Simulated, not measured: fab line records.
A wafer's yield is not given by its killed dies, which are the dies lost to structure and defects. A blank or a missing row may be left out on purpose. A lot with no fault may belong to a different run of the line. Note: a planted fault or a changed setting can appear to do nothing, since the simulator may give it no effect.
Matching of chambers | flow gf180mcu | GF_V1_ETCH_16 on rie-diel-02 has 4 sister chambers
The step etches BARC in N2/H2. 14 wafers are shown with their chamber, then 7 later ones without.

## WAFERS WITH THEIR CHAMBER
wafer  | chamber | throttle-valve-pct (%) | oes-product-au (a.u.)
L075.1 | 0       | 13.220                 | 0.849
L075.2 | 2       | 13.211                 | 0.852
L075.5 | 3       | 13.236                 | 0.860
L079.1 | 2       | 13.212                 | 0.852
L079.3 | 0       | 13.230                 | 0.857
L079.6 | 3       | 13.228                 | 0.854
L086.1 | 0       | 13.243                 | 0.861
L086.2 | 3       | 13.221                 | 0.856
L086.3 | 2       | 13.234                 | 0.856
L086.4 | 1       | 13.213                 | 0.854
L086.5 | 3       | 13.237                 | 0.852
L086.6 | 2       | 13.215                 | 0.856
L088.2 | 3       | 13.211                 | 0.864
L088.3 | 1       | 13.233                 | 0.855

SIGNATURES (averages over the wafers above)
reading            | chamber 0 | chamber 1 | chamber 2 | chamber 3 | scatter within a chamber
throttle-valve-pct | 13.23100  | 13.22300  | 13.21800  | 13.22660  | 0.0114
oes-product-au     | 0.85567   | 0.85450   | 0.85400   | 0.85720   | 0.00429
Rule: for each reading, subtract the chamber's mean from the wafer's reading, divide by that reading's scatter and square the result; add these up over the readings and take the root, which gives the wafer's distance from the chamber. If the next closest chamber is less than 2 further off than the closest, the wafer can't be placed; otherwise it belongs to the closest. The scatter is the square root of a quotient: the sum, over the shown wafers, of each reading's squared deviation from its chamber's mean, divided by wafers minus chambers.

## WAFERS MISSING THEIR CHAMBER
wafer  | throttle-valve-pct (%) | oes-product-au (a.u.)
L088.6 | 13.240                 | 0.859
L091.2 | 13.213                 | 0.857
L091.3 | 13.220                 | 0.861
L091.4 | 13.221                 | 0.865
L095.2 | 13.223                 | 0.859
L095.3 | 13.232                 | 0.860
L095.4 | 13.226                 | 0.853

## WHICH CHAMBER EACH ONE RAN IN
wafer  | from the rows above               | in truth
L088.6 | can't be placed: 0 or 3 or 1 or 2 | 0
L091.2 | can't be placed: 2 or 1 or 3 or 0 | 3
L091.3 | can't be placed: 3 or 1 or 0 or 2 | 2
L091.4 | can't be placed: 3 or 0 or 1 or 2 | 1
L095.2 | can't be placed: 3 or 0 or 1 or 2 | 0
L095.3 | can't be placed: 3 or 0 or 1 or 2 | 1
L095.4 | can't be placed: 1 or 2 or 0 or 3 | 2
Correct placement for 0 of the 7. These rows do not allow placing 7 (true chamber among the candidates in 7). Wrongly placed: 0.
